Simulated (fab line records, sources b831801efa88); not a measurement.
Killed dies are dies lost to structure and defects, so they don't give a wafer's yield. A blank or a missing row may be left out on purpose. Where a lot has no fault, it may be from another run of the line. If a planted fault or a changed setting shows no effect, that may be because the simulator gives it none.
fab line records	flow sky130
[record] lots = 24	wafers = 72	lastDay = 50
route steps=708 shown LOCAL_INTERCONNECT@402 VIA1@479 METAL2@498 METAL3@568 CAP2M@604
lots with no fault: from the same line, run without faults
startH: hours from the record's opening day to when the first of the lot's shown wafers began	waitH: hours elapsed since this lot's preceding step	" repeats the value in the row above	L1.1+2: a single row standing in for several wafers	- no value present, or no start provided	* or withheld: withheld	< > ~ a bound
route shown NAME@n: NAME is a module with steps in the file, n the number in the route of the first one	usual: the fault-free wafers' mean and standard deviation	same: alike in all rows	chamber/n: place in a boat	sites: each site's reading	_std_site: their standard deviation	_edge_site: the outer-site mean with the inner-site mean subtracted	radiusMm: how far each site lies from the wafer's centre	mask NAME#n: copy n	behind: tool/chamber where the wafer was last shaped	hold: what put the lot on hold/how long, in hours/how the hold closed	device: which transistor (n, p or np) failed to switch	end of line: the tests these same wafers got at the end of their route	step lacking rows: just its recipe	killed: the dies lost at the first sort to structure and to defects; this is not the yield of the wafer	map: a wafer's dies, marking killed ones x, the rest . and places with no die _
set.NAME: the setting that was run; set.NAME@STEP: the one run at that earlier step	model.NAME: the simulator's own value behind a step, which no gauge read
route steps across a sampled set of lots; one table per step, one row per wafer
services: a tool's chamber out of use, with start hour (startH, from the record's first day; less than 0 if before it), hours out, and reason
[[steps]]
[step SKY_LOCAL_INTERCONNECT_STRIP_15]
[recipe] chemistry = O2/N2	powerW = 1400	pressureMtorr = 1500	platenTempC = withheld	o2FlowSccm = 3000	n2FlowSccm = 300	overashFraction = 0.5
[usual] drypumpMotorCurrentA = 5.6/0.36	oesProductAu = 0.426/0.0046	stripTimeToEndpointS = 4.715/0.018
lot.wafer	tool	chamber	startH	waitH	drypumpMotorCurrentA	oesProductAu	rfHoursCounterH	stripTimeToEndpointS
L074.1	plasmaAsher-04	0	684.84	0.1	5.6	0.425	107	4.715
L074.3	"	0	"	"	5.6	0.425	-	4.726
L074.5	"	1	"	"	5.9	0.430	-	4.726
L075.4	plasmaAsher-02	0	699.81	0.1	5.9	0.432	-	4.694
L075.5	"	0	"	"	5.9	0.426	-	4.688
L075.6	"	1	"	"	6.1	0.422	-	4.680
L076.2	plasmaAsher-02	0	708.41	0.0	5.9	0.433	28	4.708
L076.4	"	0	"	"	5.8	0.428	-	4.736
L076.5	"	0	"	"	5.9	0.421	-	4.685
L077.2	plasmaAsher-04	1	720.26	0.0	5.9	0.423	110	4.727
L077.3	"	0	"	"	5.6	0.424	-	4.699
L077.6	"	0	"	"	5.6	0.419	-	4.715
L078.1	plasmaAsher-02	1	736.16	0.0	6.1	0.427	31	4.681
L078.2	"	0	"	"	5.8	0.423	31	4.689
L078.3	"	1	"	"	6.2	0.420	-	4.710
L079.3	plasmaAsher-01	1	749.52	0.1	5.2	0.419	-	4.757
L079.4	"	0	"	"	5.1	0.427	-	4.723
L079.6	"	1	"	"	5.2	0.425	-	4.735
L080.2	plasmaAsher-04	1	755.29	0.1	6.0	0.418	1	4.710
L080.3	"	1	"	"	5.9	0.424	-	4.710
L080.4	"	0	"	"	5.6	0.430	-	4.731
L081.1	plasmaAsher-02	0	759.33	0.0	5.8	0.427	33	4.694
L081.5	"	1	"	"	6.1	0.421	-	4.685
L081.6	"	0	"	"	5.8	0.428	-	4.709
L082.1	plasmaAsher-04	0	774.91	0.0	5.6	0.422	3	4.743
L082.2	"	1	"	"	5.9	0.422	3	4.726
L082.5	"	1	"	"	6.0	0.436	-	4.723
L084.3	plasmaAsher-04	0	780.57	0.1	5.6	0.423	-	4.706
L084.5	"	1	"	"	5.9	0.432	-	4.712
L084.6	"	0	"	"	5.6	0.434	-	4.707
L083.1	plasmaAsher-04	1	781.78	0.0	5.9	0.425	3	4.723
L083.3	"	1	"	"	5.9	0.425	-	4.708
L083.5	"	0	"	"	5.6	0.423	-	4.730
L085.3	plasmaAsher-01	1	784.29	0.1	5.2	0.421	-	4.700
L085.4	"	0	"	"	5.1	0.424	-	4.694
L085.6	"	1	"	"	5.2	0.426	-	4.692
L086.1	plasmaAsher-02	0	794.16	0.0	5.9	0.420	37	4.725
L086.3	"	1	"	"	6.1	0.427	-	4.732
L086.4	"	0	"	"	5.8	0.425	-	4.693
L087.3	plasmaAsher-02	1	803.91	0.1	6.1	0.421	-	4.733
L087.4	"	0	"	"	5.8	0.424	-	4.725
L087.6	"	1	"	"	6.1	0.427	-	4.714
L088.1	plasmaAsher-01	0	807.85	0.1	5.1	0.428	88	4.730
L088.2	"	1	"	"	5.1	0.420	88	4.710
L088.4	"	0	"	"	5.2	0.428	-	4.712
L090.3	plasmaAsher-01	0	840.76	0.1	5.1	0.429	-	4.726
L090.5	"	0	"	"	5.1	0.429	-	4.740
L090.6	"	1	"	"	5.2	0.429	-	4.762
L091.2	plasmaAsher-04	1	841.16	0.0	5.9	0.424	8	4.730
L091.4	"	1	"	"	5.9	0.418	-	4.704
L091.5	"	1	"	"	5.9	0.432	-	4.722
L089.2	plasmaAsher-02	1	841.43	0.0	6.1	0.422	42	4.711
L089.4	"	1	"	"	6.1	0.421	-	4.709
L089.5	"	0	"	"	5.8	0.430	-	4.717
L092.4	plasmaAsher-01	0	842.87	0.1	5.1	0.430	-	4.736
L092.5	"	0	"	"	5.1	0.426	-	4.726
L092.6	"	1	"	"	5.1	0.429	-	4.721
L093.1	plasmaAsher-04	1	852.78	0.0	5.9	0.409	9	4.708
L093.5	"	1	"	"	5.9	0.423	-	4.670
L093.6	"	0	"	"	5.6	0.424	-	4.702
L094.3	plasmaAsher-04	0	869.72	0.1	5.6	0.417	-	4.710
L094.4	"	1	"	"	5.9	0.425	-	4.688
L094.5	"	1	"	"	5.9	0.423	-	4.686
L096.1	plasmaAsher-01	1	888.27	0.0	5.2	0.425	93	4.714
L096.3	"	1	"	"	5.2	0.427	-	4.737
L096.6	"	1	"	"	5.2	0.426	-	4.722
L095.1	plasmaAsher-04	0	888.58	0.0	5.5	0.434	13	4.725
L095.3	"	0	"	"	5.5	0.421	-	4.685
L095.6	"	0	"	"	5.6	0.432	-	4.696
L097.1	plasmaAsher-01	0	892.81	0.0	5.1	0.434	93	4.735
L097.2	"	1	"	"	5.1	0.426	93	4.727
L097.3	"	0	"	"	5.2	0.424	-	4.722
[step SKY_VIA1_CVD_21]
[recipe] material = W	targetThkNm = 270	timeS = 80.902	tempC = 400	pressureTorr = 40
[usual] heaterPowerW = 785/33
lot.wafer	tool	chamber	startH	waitH	heaterPowerW
L074.1	cvdW-01	0	772.71	0.0	772
L074.3	"	1	"	"	754
L074.5	"	1	"	"	774
L075.4	cvdW-02	1	784.59	0.1	861
L075.5	"	1	"	"	866
L075.6	"	0	"	"	768
L076.2	cvdW-02	0	794.00	0.0	795
L076.4	"	0	"	"	786
L076.5	"	1	"	"	825
L077.2	cvdW-02	0	805.48	0.1	806
L077.3	"	0	"	"	794
L077.6	"	0	"	"	800
L078.1	cvdW-01	1	820.36	0.0	739
L078.2	"	0	"	"	748
L078.3	"	0	"	"	779
L079.3	cvdW-01	1	833.98	0.1	753
L079.4	"	0	"	"	763
L079.6	"	1	"	"	766
L080.2	cvdW-01	0	840.02	0.0	745
L080.3	"	0	"	"	772
L080.4	"	1	"	"	774
L081.1	cvdW-02	1	843.01	0.0	854
L081.5	"	0	"	"	788
L081.6	"	1	"	"	849
L082.1	cvdW-01	1	857.86	0.0	775
L082.2	"	0	"	"	770
L082.5	"	1	"	"	736
L084.3	cvdW-01	0	864.19	0.1	784
L084.5	"	1	"	"	771
L084.6	"	0	"	"	746
L083.1	cvdW-01	0	866.67	0.0	746
L083.3	"	1	"	"	769
L083.5	"	0	"	"	773
L085.3	cvdW-02	0	868.79	0.1	819
L085.4	"	1	"	"	827
L085.6	"	1	"	"	849
L086.1	cvdW-02	0	877.76	0.0	796
L086.3	"	0	"	"	794
L086.4	"	1	"	"	847
L087.3	cvdW-01	0	886.91	0.1	783
L087.4	"	1	"	"	750
L087.6	"	0	"	"	771
L088.1	cvdW-02	0	891.74	0.0	805
L088.2	"	1	"	"	868
L088.4	"	0	"	"	801
L090.3	cvdW-02	0	923.16	0.1	793
L090.5	"	0	"	"	789
L090.6	"	1	"	"	780
L091.2	cvdW-01	1	923.18	0.0	770
L091.4	"	0	"	"	756
L091.5	"	1	"	"	755
L089.2	cvdW-01	0	923.62	0.0	770
L089.4	"	0	"	"	768
L089.5	"	1	"	"	753
L092.4	cvdW-01	0	924.95	0.1	755
L092.5	"	0	"	"	775
L092.6	"	1	"	"	779
L093.1	cvdW-01	0	933.91	0.0	751
L093.5	"	1	"	"	760
L093.6	"	0	"	"	773
L094.3	cvdW-02	1	950.28	0.1	784
L094.4	"	0	"	"	789
L094.5	"	1	"	"	786
L096.1	cvdW-01	0	967.41	0.0	752
L096.3	"	1	"	"	760
L096.6	"	0	"	"	781
L095.1	cvdW-02	1	967.62	0.0	771
L095.3	"	1	"	"	792
L095.6	"	0	"	"	800
L097.1	cvdW-01	0	972.12	0.0	763
L097.2	"	1	"	"	767
L097.3	"	1	"	"	769
[step SKY_METAL2_CD_MEAS_15]
[recipe] targetCdNm = 140
[usual] cdNm = 140.4/1.4
lot.wafer	tool	chamber	startH	waitH	cdNm
L074.1	cdSem-01	-	799.59	-	141.6
L074.3	"	-	"	"	142.0
L074.5	"	-	"	"	140.6
L075.4	cdSem-02	-	812.12	-	142.0
L075.5	"	-	"	"	141.4
L075.6	"	-	"	"	141.2
L076.2	cdSem-01	-	820.78	-	140.6
L076.4	"	-	"	"	140.4
L076.5	"	-	"	"	140.9
L077.2	cdSem-02	-	832.63	-	140.9
L077.3	"	-	"	"	140.8
L077.6	"	-	"	"	140.7
L078.1	cdSem-02	-	847.21	-	136.7
L078.2	"	-	"	"	138.1
L078.3	"	-	"	"	137.5
L079.3	cdSem-01	-	861.35	-	140.4
L079.4	"	-	"	"	141.4
L079.6	"	-	"	"	140.8
L080.2	cdSem-02	-	866.61	-	138.5
L080.3	"	-	"	"	138.4
L080.4	"	-	"	"	141.5
L081.1	cdSem-01	-	869.71	-	139.4
L081.5	"	-	"	"	140.9
L081.6	"	-	"	"	139.0
L082.1	cdSem-01	-	884.64	-	142.5
L082.2	"	-	"	"	140.9
L082.5	"	-	"	"	141.8
L084.3	cdSem-02	-	890.83	-	140.6
L084.5	"	-	"	"	143.1
L084.6	"	-	"	"	142.7
L083.1	cdSem-01	-	893.61	-	141.1
L083.3	"	-	"	"	139.8
L083.5	"	-	"	"	142.3
L085.3	cdSem-01	-	894.85	-	141.9
L085.4	"	-	"	"	140.9
L085.6	"	-	"	"	140.7
L086.1	cdSem-02	-	903.44	-	141.8
L086.3	"	-	"	"	142.8
L086.4	"	-	"	"	141.0
L087.3	cdSem-02	-	912.78	-	139.0
L087.4	"	-	"	"	139.1
L087.6	"	-	"	"	136.6
L088.1	cdSem-02	-	917.84	-	141.5
L088.2	"	-	"	"	139.3
L088.4	"	-	"	"	137.7
L091.2	cdSem-01	-	948.16	-	139.9
L091.4	"	-	"	"	140.2
L091.5	"	-	"	"	139.5
L090.3	cdSem-02	-	948.18	-	139.8
L090.5	"	-	"	"	141.1
L090.6	"	-	"	"	138.5
L089.2	cdSem-01	-	948.43	-	139.7
L089.4	"	-	"	"	138.9
L089.5	"	-	"	"	141.7
L092.4	cdSem-02	-	949.95	-	143.3
L092.5	"	-	"	"	143.0
L092.6	"	-	"	"	141.9
L093.1	cdSem-01	-	959.21	-	139.9
L093.5	"	-	"	"	140.4
L093.6	"	-	"	"	139.3
L094.3	cdSem-02	-	975.15	-	139.7
L094.4	"	-	"	"	139.0
L094.5	"	-	"	"	140.3
L096.1	cdSem-02	-	991.31	-	141.2
L096.3	"	-	"	"	142.3
L096.6	"	-	"	"	141.1
L095.1	cdSem-01	-	991.66	-	137.9
L095.3	"	-	"	"	139.0
L095.6	"	-	"	"	138.4
L097.1	cdSem-02	-	996.41	-	141.2
L097.2	"	-	"	"	139.6
L097.3	"	-	"	"	140.2
[step SKY_METAL3_METAL_ETCH_18]
[recipe] targetDepthA = 8450	stopOn = SiO2	overEtchFrac = 0.3	timeS = 183.1	chemistry = Cl2/BCl3	resistSidewallDeg = 88	pressureMtorr = 10	icpW = 900	biasW = 48.5	Cl2_flow_sccm = 60	bcl3FlowSccm = 30
[usual] drypumpMotorCurrentA = 5.8/0.4	oesProductAu = 0.866/0.006	throttleValvePct = 22.263/0.0088
lot.wafer	tool	chamber	startH	waitH	drypumpMotorCurrentA	oesProductAu	rfHoursCounterH	throttleValvePct
L074.1	rieMetal-02	1	881.65	0.0	5.8	0.869	2	22.243
L074.3	"	0	"	"	4.9	0.866	-	22.255
L074.5	"	1	"	"	5.8	0.875	-	22.263
L075.4	rieMetal-02	0	894.22	0.1	4.9	0.871	-	22.260
L075.5	"	1	"	"	5.8	0.862	-	22.263
L075.6	"	0	"	"	4.9	0.876	-	22.268
L076.2	rieMetal-02	1	902.09	0.1	5.8	0.869	-	22.271
L076.4	"	1	"	"	5.8	0.866	-	22.261
L076.5	"	1	"	"	5.8	0.867	-	22.262
L077.2	rieMetal-03	0	914.40	0.0	6.3	0.853	12	22.267
L077.3	"	0	"	"	6.3	0.865	-	22.258
L077.6	"	1	"	"	5.7	0.863	-	22.252
L078.1	rieMetal-03	1	928.07	0.0	5.7	0.866	17	22.265
L078.2	"	0	"	"	6.3	0.867	12	22.264
L078.3	"	1	"	"	5.7	0.868	-	22.287
L079.3	rieMetal-02	1	942.14	0.1	5.8	0.856	-	22.276
L079.4	"	1	"	"	5.8	0.869	-	22.275
L079.6	"	1	"	"	5.8	0.867	-	22.249
L080.2	rieMetal-04	0	945.57	0.0	5.5	0.877	6	22.253
L080.3	"	1	"	"	6.2	0.871	-	22.257
L080.4	"	0	"	"	5.5	0.868	-	22.261
L081.1	rieMetal-02	1	953.67	0.0	5.8	0.876	8	22.271
L081.5	"	1	"	"	5.8	0.864	-	22.251
L081.6	"	1	"	"	5.8	0.869	-	22.255
L082.1	rieMetal-04	1	961.17	0.0	6.3	0.868	11	22.262
L082.2	"	0	"	"	5.5	0.866	7	22.262
L082.5	"	0	"	"	5.5	0.866	-	22.283
L084.3	rieMetal-02	1	969.38	0.1	5.8	0.855	-	22.263
L084.5	"	1	"	"	5.8	0.860	-	22.258
L084.6	"	1	"	"	5.8	0.863	-	22.273
L083.1	rieMetal-03	1	971.96	0.0	5.7	0.854	19	22.257
L083.3	"	0	"	"	6.3	0.870	-	22.274
L083.5	"	0	"	"	6.3	0.859	-	22.252
L085.3	rieMetal-02	1	972.30	0.1	5.8	0.867	-	22.270
L085.4	"	1	"	"	5.8	0.877	-	22.275
L085.6	"	1	"	"	5.8	0.870	-	22.264
L086.1	rieMetal-04	1	981.57	0.0	6.2	0.860	12	22.259
L086.3	"	0	"	"	5.5	0.862	-	22.265
L086.4	"	1	"	"	6.2	0.875	-	22.259
L087.3	rieMetal-04	0	988.08	0.1	5.5	0.872	-	22.270
L087.4	"	1	"	"	6.2	0.863	-	22.253
L087.6	"	1	"	"	6.2	0.862	-	22.263
L088.1	rieMetal-04	0	994.17	0.0	5.5	0.874	9	22.257
L088.2	"	1	"	"	6.2	0.870	13	22.274
L088.4	"	0	"	"	5.4	0.881	-	22.264
L090.3	rieMetal-03	1	1022.28	0.1	5.7	0.862	-	22.269
L090.5	"	1	"	"	5.7	0.866	-	22.241
L090.6	"	0	"	"	6.3	0.864	-	22.268
L091.2	rieMetal-03	0	1022.96	0.0	6.3	0.873	17	22.251
L091.4	"	1	"	"	5.7	0.869	-	22.268
L091.5	"	1	"	"	5.7	0.871	-	22.266
L089.2	rieMetal-02	1	1023.08	0.1	5.8	0.868	-	22.238
L089.4	"	1	"	"	5.8	0.861	-	22.266
L089.5	"	1	"	"	5.8	0.856	-	22.267
L092.4	rieMetal-03	0	1023.43	0.1	6.3	0.865	-	22.245
L092.5	"	1	"	"	5.7	0.867	-	22.269
L092.6	"	0	"	"	6.3	0.865	-	22.261
L093.1	rieMetal-02	1	1031.92	0.0	5.8	0.870	14	22.257
L093.5	"	0	"	"	4.9	0.865	-	22.258
L093.6	"	1	"	"	5.8	0.863	-	22.257
L094.3	rieMetal-03	0	1047.53	0.1	6.3	0.872	-	22.267
L094.4	"	1	"	"	5.7	0.868	-	22.268
L094.5	"	0	"	"	6.3	0.865	-	22.278
L096.1	rieMetal-04	0	1062.17	0.0	5.5	0.864	12	22.286
L096.3	"	0	"	"	5.5	0.870	-	22.267
L096.6	"	0	"	"	5.5	0.874	-	22.266
L095.1	rieMetal-02	0	1063.25	0.0	4.9	0.861	2	22.272
L095.3	"	0	"	"	4.9	0.867	-	22.268
L095.6	"	0	"	"	4.9	0.864	-	22.242
L097.1	rieMetal-02	1	1067.28	0.0	5.8	0.866	16	22.276
L097.2	"	0	"	"	4.9	0.870	2	22.265
L097.3	"	0	"	"	4.9	0.875	-	22.255
[step SKY_METAL3_STRIP_19]
[recipe] chemistry = O2/N2	powerW = 1400	pressureMtorr = 1500	platenTempC = withheld	o2FlowSccm = 3000	n2FlowSccm = 300	overashFraction = 0.5
[usual] drypumpMotorCurrentA = 5.7/0.49	oesProductAu = 0.503/0.0058	stripTimeToEndpointS = 6.55/0.08
lot.wafer	tool	chamber	startH	waitH	drypumpMotorCurrentA	oesProductAu	rfHoursCounterH	stripTimeToEndpointS
L074.1	plasmaAsher-02	0	881.88	0.2	5.9	0.500	47	6.53
L074.3	"	0	"	"	5.9	0.499	-	6.52
L074.5	"	0	"	"	5.9	0.498	-	6.48
L075.4	plasmaAsher-03	0	894.38	0.1	5.4	0.507	-	6.59
L075.5	"	0	"	"	5.4	0.505	-	6.63
L075.6	"	1	"	"	6.4	0.506	-	6.64
L076.2	plasmaAsher-02	0	902.38	0.2	5.8	0.511	49	6.59
L076.4	"	0	"	"	5.9	0.502	-	6.54
L076.5	"	0	"	"	5.8	0.509	-	6.62
L077.2	plasmaAsher-01	0	914.57	0.1	5.1	0.502	95	6.47
L077.3	"	0	"	"	5.1	0.502	-	6.49
L077.6	"	1	"	"	5.2	0.500	-	6.49
L078.1	plasmaAsher-01	1	928.24	0.1	5.2	0.507	96	6.53
L078.2	"	0	"	"	5.1	0.500	96	6.51
L078.3	"	0	"	"	5.2	0.499	-	6.49
L079.3	plasmaAsher-03	0	942.41	0.2	5.4	0.508	-	6.56
L079.4	"	1	"	"	6.5	0.500	-	6.57
L079.6	"	0	"	"	5.4	0.514	-	6.62
L080.2	plasmaAsher-01	0	945.74	0.1	5.2	0.502	98	6.51
L080.3	"	0	"	"	5.1	0.498	-	6.42
L080.4	"	1	"	"	5.2	0.503	-	6.48
L081.1	plasmaAsher-03	0	954.02	0.3	5.4	0.509	81	6.55
L081.5	"	0	"	"	5.4	0.507	-	6.54
L081.6	"	1	"	"	6.4	0.507	-	6.61
L082.1	plasmaAsher-03	1	961.41	0.2	6.5	0.495	82	6.32
L082.2	"	0	"	"	5.4	0.495	82	6.48
L082.5	"	1	"	"	6.5	0.496	-	6.49
L084.3	plasmaAsher-03	0	969.65	0.2	5.4	0.500	-	6.58
L084.5	"	0	"	"	5.4	0.507	-	6.59
L084.6	"	1	"	"	6.5	0.506	-	6.61
L083.1	plasmaAsher-01	0	972.13	0.1	5.2	0.507	101	6.52
L083.3	"	1	"	"	5.2	0.502	-	6.59
L083.5	"	1	"	"	5.2	0.504	-	6.61
L085.3	plasmaAsher-02	1	972.57	0.2	6.1	0.494	-	6.61
L085.4	"	0	"	"	5.9	0.504	-	6.67
L085.6	"	0	"	"	5.8	0.504	-	6.59
L086.1	plasmaAsher-02	0	981.75	0.1	5.9	0.502	56	6.52
L086.3	"	1	"	"	6.1	0.505	-	6.55
L086.4	"	0	"	"	5.9	0.503	-	6.50
L087.3	plasmaAsher-01	0	988.23	0.1	5.1	0.509	-	6.55
L087.4	"	1	"	"	5.2	0.501	-	6.39
L087.6	"	0	"	"	5.1	0.489	-	6.46
L088.1	plasmaAsher-01	1	994.34	0.1	5.2	0.501	103	6.55
L088.2	"	0	"	"	5.2	0.489	103	6.38
L088.4	"	0	"	"	5.1	0.498	-	6.54
L090.3	plasmaAsher-01	0	1022.43	0.1	5.2	0.498	-	6.58
L090.5	"	1	"	"	5.2	0.509	-	6.51
L090.6	"	0	"	"	5.2	0.508	-	6.60
L091.2	plasmaAsher-01	1	1023.13	0.1	5.2	0.509	106	6.60
L091.4	"	1	"	"	5.2	0.503	-	6.63
L091.5	"	1	"	"	5.2	0.501	-	6.56
L089.2	plasmaAsher-03	1	1023.37	0.2	6.4	0.507	88	6.66
L089.4	"	0	"	"	5.4	0.508	-	6.58
L089.5	"	1	"	"	6.5	0.504	-	6.61
L092.4	plasmaAsher-02	1	1023.58	0.1	6.2	0.503	-	6.67
L092.5	"	1	"	"	6.2	0.504	-	6.65
L092.6	"	0	"	"	5.9	0.512	-	6.66
L093.1	plasmaAsher-03	1	1032.15	0.2	6.5	0.507	89	6.59
L093.5	"	1	"	"	6.5	0.507	-	6.62
L093.6	"	0	"	"	5.4	0.507	-	6.58
L094.3	plasmaAsher-02	1	1047.68	0.1	6.2	0.500	-	6.61
L094.4	"	0	"	"	5.8	0.497	-	6.54
L094.5	"	1	"	"	6.2	0.502	-	6.57
L096.1	plasmaAsher-02	1	1062.35	0.1	6.1	0.494	64	6.59
L096.3	"	1	"	"	6.2	0.507	-	6.59
L096.6	"	0	"	"	5.9	0.508	-	6.57
L095.1	plasmaAsher-02	0	1063.42	0.1	5.9	0.505	64	6.61
L095.3	"	0	"	"	5.9	0.511	-	6.65
L095.6	"	1	"	"	6.1	0.510	-	6.67
L097.1	plasmaAsher-01	0	1067.45	0.1	5.1	0.495	0	6.54
L097.2	"	1	"	"	5.2	0.511	0	6.59
L097.3	"	0	"	"	5.1	0.507	-	6.59
[step SKY_CAP2M_THK_MEAS_01]
[recipe] reads = SiO2_of_CAP2M_CVD_00
[usual] CAP2M_CVD_00_THK = 15.47/0.27
lot.wafer	tool	chamber	startH	waitH	CAP2M_CVD_00_THK[nm]
L074.1	filmMetro-04	-	909.99	-	15.54
L074.3	"	-	"	"	15.42
L074.5	"	-	"	"	15.59
L075.4	filmMetro-04	-	922.32	-	15.62
L075.5	"	-	"	"	15.36
L075.6	"	-	"	"	15.32
L076.2	filmMetro-03	-	929.97	-	15.42
L076.4	"	-	"	"	15.57
L076.5	"	-	"	"	15.49
L077.2	filmMetro-03	-	940.74	-	15.27
L077.3	"	-	"	"	15.57
L077.6	"	-	"	"	15.69
L078.1	filmMetro-02	-	955.52	-	14.96
L078.2	"	-	"	"	15.05
L078.3	"	-	"	"	15.26
L079.3	filmMetro-02	-	969.99	-	15.68
L079.4	"	-	"	"	15.99
L079.6	"	-	"	"	15.94
L080.2	filmMetro-03	-	973.44	-	15.38
L080.3	"	-	"	"	15.16
L080.4	"	-	"	"	15.60
L081.1	filmMetro-02	-	980.56	-	15.54
L081.5	"	-	"	"	15.93
L081.6	"	-	"	"	15.90
L082.1	filmMetro-03	-	988.27	-	15.39
L082.2	"	-	"	"	15.16
L082.5	"	-	"	"	15.36
L084.3	filmMetro-04	-	996.08	-	14.99
L084.5	"	-	"	"	15.28
L084.6	"	-	"	"	15.29
L083.1	filmMetro-02	-	998.36	-	15.55
L083.3	"	-	"	"	15.52
L083.5	"	-	"	"	15.72
L085.3	filmMetro-02	-	998.85	-	15.08
L085.4	"	-	"	"	15.31
L085.6	"	-	"	"	15.19
L086.1	filmMetro-04	-	1008.81	-	15.57
L086.3	"	-	"	"	15.80
L086.4	"	-	"	"	15.92
L087.3	filmMetro-03	-	1013.59	-	15.30
L087.4	"	-	"	"	15.55
L087.6	"	-	"	"	15.37
L088.1	filmMetro-02	-	1020.02	-	14.83
L088.2	"	-	"	"	15.42
L088.4	"	-	"	"	15.05
L090.3	filmMetro-02	-	1047.63	-	15.77
L090.5	"	-	"	"	15.78
L090.6	"	-	"	"	15.53
L091.2	filmMetro-03	-	1048.21	-	15.59
L091.4	"	-	"	"	15.62
L091.5	"	-	"	"	15.71
L089.2	filmMetro-03	-	1048.36	-	15.65
L089.4	"	-	"	"	16.03
L089.5	"	-	"	"	15.10
L092.4	filmMetro-02	-	1048.64	-	15.53
L092.5	"	-	"	"	15.55
L092.6	"	-	"	"	15.54
L093.1	filmMetro-02	-	1056.86	-	15.50
L093.5	"	-	"	"	15.60
L093.6	"	-	"	"	16.07
L094.3	filmMetro-02	-	1072.15	-	15.09
L094.4	"	-	"	"	15.28
L094.5	"	-	"	"	15.12
L096.1	filmMetro-03	-	1086.16	-	15.25
L096.3	"	-	"	"	15.25
L096.6	"	-	"	"	15.44
L095.1	filmMetro-03	-	1087.06	-	15.08
L095.3	"	-	"	"	15.82
L095.6	"	-	"	"	15.43
L097.1	filmMetro-03	-	1090.98	-	14.96
L097.2	"	-	"	"	15.77
L097.3	"	-	"	"	15.40
[[services]]
tool	chamber	startH	hours	kind
cvdW-01	-	684.33	6.9	pm
cvdW-02	-	691.29	28.1	pm
plasmaAsher-02	-	692.52	2.8	pm
cvdW-01	1	695.64	7.8	repair
plasmaAsher-04	-	697.66	2.4	repair
rieMetal-02	-	717.04	1.8	repair
cvdW-02	-	719.39	2.8	pm
plasmaAsher-02	-	725.45	1.5	repair
plasmaAsher-04	-	733.75	9.0	pm
cvdW-01	-	742.97	2.0	repair
plasmaAsher-04	-	793.73	17.9	pm
cvdW-01	-	803.76	2.8	pm
cvdW-02	-	845.11	1.3	repair
plasmaAsher-01	-	845.46	36.9	repair
plasmaAsher-01	-	872.42	2.1	repair
plasmaAsher-04	-	881.52	2.8	pm
plasmaAsher-01	-	898.01	2.8	pm
rieMetal-02	0	898.25	75.1	repair
cvdW-01	-	932.22	0.8	repair
cvdW-01	-	972.21	6.0	pm
plasmaAsher-01	-	989.01	1.1	repair
cvdW-01	0	992.63	18.6	repair
rieMetal-02	-	1043.40	0.2	repair
plasmaAsher-01	-	1055.30	9.0	pm
[[key]]
fault none
